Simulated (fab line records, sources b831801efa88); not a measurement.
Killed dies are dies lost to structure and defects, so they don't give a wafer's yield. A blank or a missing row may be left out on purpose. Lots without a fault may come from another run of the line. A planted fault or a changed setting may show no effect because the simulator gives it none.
A struck lot beside a sound one | flow gf180mcu | 22 steps out of a route of 602
Sound: wafers L148.1, L148.3, L148.4. Struck: wafers L164.1, L164.2, L164.4. The cause comes at the end.
At each step with rows: each side's tool, then ch and its chambers, then its first start. Under that, the readings that differ: sound wafers | struck wafers | difference of the means | sigmas: that difference in standard deviations of wafers without a fault.
alike: readings whose means differ by less than 2 such deviations, and words and numbers that are the same on both sides. not compared: withheld readings, readings that some wafer has no value for, bounds like >300 that may hide the same value, and numbers for which the record gives no deviation and whose values overlap.
The two part at a step that has a row with sigmas, a row that says differs or no value, or rows on one side only. Numbers that don't overlap but have no deviation are shown without sigmas and don't part them. A reading that every wafer of one side lacks parts them only if that side has two wafers or more.

first, 3 steps without rows for these wafers: GF_M2_STRIP_18 (strips in post etch residue remover, time 1200 s); GF_M2_CLEAN_19 (cleans in DIW); GF_V2_CVD_00 (deposits SiO2, target thk 600 nm, time 100 s).
GF_V2_THK_MEAS_01:
  sound on film_metro-04, day 19 21:45; struck on film_metro-04, day 25 13:04
  alike: V2_CVD_00_THK
GF_V2_CVD_02: deposits SiO2 from TEOS, target thk 850 nm, time 94.851 s.
  sound on pecvd-03 ch 0,2, day 19 21:49; struck on pecvd-03 ch 0,2, day 25 13:08
  alike: heater_power_w
GF_V2_THK_MEAS_03:
  sound on film_metro-02, day 19 21:53; struck on film_metro-02, day 25 13:12
  alike: V2_CVD_02_THK
GF_V2_CMP_04: polishes SiO2.
  sound on cmp-02 ch 0,1,2, day 19 21:56; struck on cmp-02 ch 1,2,3, day 25 13:19
  alike: motor_current_A, time_to_endpoint_s
GF_V2_BOW_MEAS_05:
  sound on film_metro-02, day 19 22:14; struck on film_metro-01, day 25 13:34
  alike: V2_BOW
then, 4 steps without rows for these wafers: GF_V2_DEHYDRATE_06 (time 60 s); GF_V2_HMDS_07 (prime time 60 s); GF_V2_COAT_08; GF_V2_COAT_09 (resist thk 1000 nm).
GF_V2_SOFTBAKE_10: time 60 s.
  sound on litho_track-02 ch 0, day 20 10:00; struck on litho_track-01 ch 0, day 25 23:00
  reading                             | sound                | struck               | difference | sigmas
  heater_power_total_W (W)            | 92.96 93.12 92.87    | 101.58 101.44 101.44 | +8.50      | +99 or more
  plate_temp_C (C)                    | 129.90 129.71 129.90 | 138.87 138.89 138.82 | +9.02      | +69
  model.KrF_of_V2_COAT_09.thk_nm (nm) | 998.9 1001 999.1     | 987 988.7 987        | -12        |
  alike: resist_line_temp_C
then, 2 steps without rows for these wafers: GF_V2_EXPOSE_11 (exposes mask Via2, target cd 260 nm); GF_V2_PEB_12 (peb time 90 s).
GF_V2_DEVELOP_13: develop time 61.13 s.
  sound on litho_track-02 ch 0, day 20 22:23; struck on litho_track-03 ch 0, day 26 08:59
  reading                             | sound             | struck            | difference | sigmas
  model.V2.cd_nm (nm)                 | 261.8 259.9 261.8 | 292.3 292.6 291.2 | +30.9      |
  model.KrF_of_V2_COAT_09.thk_nm (nm) | 983.9 986 984.1   | 972.1 973.8 972.2 | -12.0      |
  alike: resist_line_temp_C
GF_V2_CD_MEAS_14: target cd 260 nm.
  sound on cd_sem-02, day 20 22:32; struck on cd_sem-02, day 26 09:08
  reading    | sound             | struck            | difference | sigmas
  cd_nm (nm) | 261.6 259.9 261.6 | 292.2 292.5 291.2 | +30.9      | +26
GF_V2_OVL_MEAS_15:
  sound on overlay-01, day 20 22:40; struck on overlay-01, day 26 09:15
  alike: V2_OVL
GF_V2_ETCH_16: etches BARC in N2/H2.
  sound on rie_diel-03 ch 0,1,2, day 20 22:42; struck on rie_diel-02 ch 0,2,3, day 26 09:17
  alike: drypump_motor_current_A, oes_product_au, throttle_valve_pct
GF_V2_ETCH_17: etches SiO2 in C4F8/O2/Ar, stops on TiN, target depth 630 nm.
  sound on rie_diel-03 ch 0,1,2; struck on rie_diel-02 ch 0,2,3
  reading             | sound             | struck            | difference | sigmas
  model.V2.cd_nm (nm) | 260.8 259.7 260.5 | 291.9 292.3 291.2 | +31.5      |
  alike: oes_product_au
GF_V2_STRIP_18: strips in O2/N2.
  sound on plasma_asher-03 ch 0,1, day 20 22:50; struck on plasma_asher-02 ch 0,1, day 26 09:25
  alike: drypump_motor_current_A, heater_power_w, o2_flow_sccm, oes_product_au, platen_temp_c
  not compared: rf_hours_counter_h
-- the record jumps here: 7 days lie between the struck wafers' starts before and after (it left off in module V2 and takes up again in module PASSIVATION, whose first step shown is number 602 of the route) --
GF_PASSIVATION_PROBE_99:
  sound on prober-01, day 29 10:54; struck on prober-01, day 33 19:18
  reading                       | sound             | struck            | difference | sigmas
  model.etest.via2_chain.rc_ohm | 6.389 6.565 6.559 | 5.229 5.009 5.112 | -1.388     |

WHERE THEY PART
First at GF_V2_SOFTBAKE_10; last, within this record, at GF_V2_CD_MEAS_14. Later steps at which nothing parts them and some readings are alike: GF_V2_OVL_MEAS_15, GF_V2_ETCH_16, GF_V2_ETCH_17, GF_V2_STRIP_18.

WHY: what the simulator had put in
Process parameter drift: litho_track-01, from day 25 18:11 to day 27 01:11, at GF_V2_SOFTBAKE_10. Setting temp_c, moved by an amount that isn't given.
